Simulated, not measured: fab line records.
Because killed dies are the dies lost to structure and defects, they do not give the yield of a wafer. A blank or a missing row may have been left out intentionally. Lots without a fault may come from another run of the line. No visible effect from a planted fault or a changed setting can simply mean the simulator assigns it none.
A lot that was struck, set against a sound lot + flow sky130 + 15 out of 708 route steps
Sound: wafers L996.1, L996.2, L996.5. Struck: wafer L991.1; the same lot's L991.5 was not struck, so it is left out; see the end for the cause.
Each step with rows lists, per side, the tool, then ch with its chambers, then its first start. Under that, the readings that differ: sound wafers + struck wafers + difference of the means + sigmas: that difference in standard deviations of wafers without a fault.
alike: readings with means less than 2 such deviations apart, plus words and numbers identical on both sides. not compared: withheld readings, readings lacking a value on some wafer, bounds such as >300 that could conceal the same value, and numbers that have no deviation in the record and whose values overlap.
A row with sigmas, a row that says differs or no value, or rows on one side alone: a step with any of these is where the two part. Numbers that don't overlap but have no deviation are shown without sigmas and don't part them. A reading missing from all wafers of one side parts the sides only when that side holds two or more wafers.

first, 1 step without rows for these wafers: SKY_FIELD_ISO_DEVELOP_12 (develop time 60 s).
SKY_FIELD_ISO_CD_MEAS_13: the cd target is 150 nm.
  sound: cd sem-01 at day 5 15:29; struck: cd sem-01 at day 4 14:14
  alike: cd nm
SKY_FIELD_ISO_ETCH_14: etches BARC in N2/H2, stops on SiO2, time 45.9 s, target depth 60 nm.
  sound on rie diel-04 ch 0,2, day 5 15:37; struck on rie diel-01 ch 3, day 4 14:22
| reading                     | sound       | struck | difference | sigmas |
|-----------------------------|-------------|--------|------------|--------|
| drypump motor current A (A) | 6.0 5.2 6.0 | 6.6    | +0.9       | +2     |
  alike: oes product au, throttle valve pct
  not compared: rf hours counter h
SKY_FIELD_ISO_ETCH_15: etches the open film in CHF3/O2, stops on Si, target depth 180 nm, time 72 s.
  sound on rie diel-04 ch 0,2, day 5 15:39; struck on rie diel-01 ch 3, day 4 14:25
| reading                     | sound       | struck | difference | sigmas |
|-----------------------------|-------------|--------|------------|--------|
| drypump motor current A (A) | 5.9 5.2 6.0 | 6.6    | +0.9       | +2     |
  alike: oes product au, throttle valve pct
  not compared: rf hours counter h
SKY_FIELD_ISO_STRIP_16: strips in O2/N2.
  sound on plasma asher-02 ch 0,1, day 5 15:43; struck on plasma asher-04 ch 0, day 4 14:28
  alike: drypump motor current A, oes product au, strip time to endpoint s
  not compared: rf hours counter h
SKY_FIELD_ISO_ETCH_17: etches Si in HBr/Cl2/O2, target depth 342 nm, time 97.7 s.
  sound on rie si-01 ch 1,2,3, day 5 15:49; struck on rie si-02 ch 2, day 4 14:34
  alike: drypump motor current A, oes product au, throttle valve pct
  not compared: rf hours counter h
then, 5 steps without rows for these wafers: SKY_FIELD_ISO_WET_ETCH_18 (etches Si3N4 in H3PO4, target depth 25 nm, time 286 s); SKY_FIELD_ISO_CLEAN_19 (cleans in SC1/SC2, time 150 s); SKY_FIELD_ISO_CLEAN_20 (cleans in dHF, time 20 s); SKY_FIELD_ISO_WET_ETCH_21 (etches SiO2 in dHF, target depth 20 nm, time 400 s); SKY_FIELD_ISO_OXIDATION_22 (stabilise 600 s, purge 300 s, target thk 10 nm).
SKY_FIELD_ISO_THK_MEAS_23:
  sound: film metro-01 at day 5 18:04; struck: film metro-03 at day 4 16:05
  alike: FIELD_ISO_OXIDATION_01_THK
SKY_FIELD_ISO_CVD_24: deposits SiO2, target thk 595 nm, time 99.2 s.
  sound on hdpcvd-01 ch 0,1, day 5 18:07; struck on hdpcvd-02 ch 2, day 4 16:08
| reading                                    | sound             | struck | difference | sigmas |
|--------------------------------------------|-------------------|--------|------------|--------|
| model.SiO2_of_FIELD_ISO_CVD_24.thk nm (nm) | 593.2 598.2 602.3 | 617.6  | +19.7      |        |
SKY_FIELD_ISO_THK_MEAS_25:
  sound: film metro-02 at day 5 18:11; struck: film metro-01 at day 4 16:13
| reading                   | sound       | struck | difference | sigmas |
|---------------------------|-------------|--------|------------|--------|
| FIELD_ISO_CVD_24_THK (nm) | 593 598 602 | 617    | +19        | +4     |
then, 1 step without rows for these wafers: SKY_FIELD_ISO_ANNEAL_26 (time 1800 s).

## WHERE THEY PART
First at SKY_FIELD_ISO_ETCH_14; last, within this record, at SKY_FIELD_ISO_THK_MEAS_25.

WHY: the cause the simulator had injected
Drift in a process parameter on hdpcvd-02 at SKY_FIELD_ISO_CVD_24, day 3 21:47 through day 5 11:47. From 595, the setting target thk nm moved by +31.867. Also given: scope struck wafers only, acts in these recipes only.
